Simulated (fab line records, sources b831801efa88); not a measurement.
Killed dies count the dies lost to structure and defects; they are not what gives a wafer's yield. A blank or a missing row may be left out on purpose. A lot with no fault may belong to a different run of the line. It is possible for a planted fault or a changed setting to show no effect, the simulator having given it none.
Matching of chambers	flow sfq-line	SFQ_TRILAYER_I3_CMP_CMP_082 on cmp-01: 4 sister chambers
The step polishes SiO2. 8 wafers are shown with their chamber, then 8 later ones without.

WAFERS WITH THEIR CHAMBER
wafer	chamber	motor-current-A (A)	slurry-filter-dp-kPa (kPa)
L443.6	3	10.3	13.51
L445.3	0	9.9	13.32
L446.1	2	11.5	13.34
L446.5	3	10.5	13.64
L459.1	1	10.2	13.63
L459.5	0	10.2	13.28
L459.6	1	9.5	13.61
L462.2	2	11.7	13.60

WAFERS WITH NO CHAMBER GIVEN
wafer	motor-current-A (A)	slurry-filter-dp-kPa (kPa)
L462.1	9.5	13.49
L462.6	11.8	13.54
L465.1	9.2	13.53
L465.2	9.3	13.47
L465.6	11.3	13.52
L466.1	12.1	13.52
L466.2	9.9	13.49
L466.6	11.4	13.56

WHICH CHAMBER EACH WENT THROUGH
wafer	from the rows above	in truth
L462.1	can't be placed: 1 or 0 or 3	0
L462.6	2	2
L465.1	can't be placed: 1 or 0 or 3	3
L465.2	can't be placed: 1 or 0 or 3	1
L465.6	2	2
L466.1	2	2
L466.2	can't be placed: 1 or 0 or 3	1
L466.6	2	2
Correctly placed: 4 of 8. Not placeable from these rows: 4 (in 4, the candidates include the true chamber). Number placed wrongly: 0.
How it was worked out, from the rows above alone: a wafer's distance from a chamber is the root of the sum, over the readings, of the square of ((its reading less the chamber's mean) divided by the reading's scatter). If the next closest chamber is less than 2 further off than the closest, the wafer can't be placed; otherwise it belongs to the closest. A chamber's mean is the mean of its shown wafers. The scatter is the square root of a quotient: the sum, over the shown wafers, of each reading's squared deviation from its chamber's mean, divided by wafers minus chambers.
